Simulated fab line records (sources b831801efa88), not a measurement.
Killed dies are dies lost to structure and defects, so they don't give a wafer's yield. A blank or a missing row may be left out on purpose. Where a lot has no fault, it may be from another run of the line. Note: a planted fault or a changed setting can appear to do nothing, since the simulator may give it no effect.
Matching of chambers / flow sfqLine / cmp-01 running SFQ_TRILAYER_I7_CMP_CMP_184: 3 sister chambers
The step polishes SiO2. 6 wafers are shown with their chamber, then 4 later ones without.

== WAFERS PAIRED WITH THEIR CHAMBERS ==
wafer=L776.3; chamber=0; motorCurrentA (A)=11.1; timeToEndpointS (s)=213
wafer=L778.5; chamber=0; motorCurrentA (A)=10.6; timeToEndpointS (s)=217
wafer=L778.6; chamber=3; motorCurrentA (A)=10.6; timeToEndpointS (s)=204
wafer=L779.2; chamber=1; motorCurrentA (A)=10.9; timeToEndpointS (s)=201
wafer=L779.3; chamber=3; motorCurrentA (A)=10.9; timeToEndpointS (s)=218
wafer=L779.5; chamber=1; motorCurrentA (A)=10.4; timeToEndpointS (s)=214

== WAFERS WITH NO CHAMBER GIVEN ==
wafer=L782.2; motorCurrentA (A)=10.6; timeToEndpointS (s)=221
wafer=L782.3; motorCurrentA (A)=10.8; timeToEndpointS (s)=223
wafer=L785.4; motorCurrentA (A)=11.5; timeToEndpointS (s)=207
wafer=L785.6; motorCurrentA (A)=10.5; timeToEndpointS (s)=215

== WHICH CHAMBER EACH ONE RAN IN ==
wafer=L782.2; from the rows above=can't be placed: 0 or 3 or 1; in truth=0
wafer=L782.3; from the rows above=can't be placed: 0 or 3 or 1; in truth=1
wafer=L785.4; from the rows above=can't be placed: 0 or 3 or 1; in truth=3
wafer=L785.6; from the rows above=can't be placed: 3 or 1 or 0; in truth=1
0 of 4 placed correctly. From these rows, 4 cannot be placed; in 4 the true chamber is one of the candidates. Placed wrongly: 0.
How it was worked out, from the rows above alone: a wafer's distance from a chamber is the root of the sum, over the readings, of the square of ((its reading less the chamber's mean) divided by the reading's scatter). The wafer belongs to the nearest chamber; if the next one is less than 2 further off, it can't be placed. The mean given for a chamber averages the wafers shown for that chamber. The scatter is the square root of a quotient: the sum, over the shown wafers, of each reading's squared deviation from its chamber's mean, divided by wafers minus chambers.
